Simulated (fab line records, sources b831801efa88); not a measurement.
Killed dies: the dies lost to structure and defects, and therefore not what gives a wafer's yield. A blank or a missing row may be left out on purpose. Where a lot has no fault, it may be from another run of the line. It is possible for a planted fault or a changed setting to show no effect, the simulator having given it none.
Which tool was responsible? | flow sky130 | 11 lots (33 wafers sampled), 1 step of a 708-step route

WHAT EACH GAUGE READ, for each wafer
SKY_POLY_GATE_CD_MEAS_13: the cd target is 150 nm.
lot  | measured     | on        | cd nm (nm)
L264 | day 16 19:26 | cd sem-02 | 147.1 147.3 148.3
L265 | day 17 16:52 | cd sem-02 | 151.0 149.2 149.5
L266 | day 17 19:34 | cd sem-02 | 150.6 150.3 151.7
L267 | day 18 02:47 | cd sem-02 | 149.2 148.4 150.1
L271 | day 19 16:36 | cd sem-02 | 153.4 152.6 152.1
L274 | day 21 12:44 | cd sem-01 | 151.2 149.1 151.3
L278 | day 22 04:51 | cd sem-02 | 151.5 150.4 149.4
L280 | day 22 12:40 | cd sem-01 | 150.9 149.9 149.4
L283 | day 23 12:25 | cd sem-01 | 150.5 149.8 149.2
L284 | day 23 22:31 | cd sem-01 | 148.2 150.2 149.7
L286 | day 24 02:09 | cd sem-01 | 150.3 150.4 149.9

TOOL THAT RAN EACH LOT (tool first, then ch and the chambers of the sampled wafers, then the start)
The record holds no process step before these readings.

THE ANSWER, worked out from the rows above alone
Rule: the usual values come from the lots themselves. The widest of any qualifying gaps counts: lots, ordered by their means at a reading, are off when they make up no more than a third of the lots, leave a main group of 4 or more, and stand apart from it by 3 or more times the standard deviation of that group's means. A main group is skipped when, at the precision printed for the reading in the tables above, its means are all equal. Also off: a lot with no number at a reading for which 4 or more lots have one. All remaining lots with rows at the step are treated as sound.
No lot is off on any of the readings shown, so nothing can be concluded from this.

WHAT THE SIMULATOR PUT IN
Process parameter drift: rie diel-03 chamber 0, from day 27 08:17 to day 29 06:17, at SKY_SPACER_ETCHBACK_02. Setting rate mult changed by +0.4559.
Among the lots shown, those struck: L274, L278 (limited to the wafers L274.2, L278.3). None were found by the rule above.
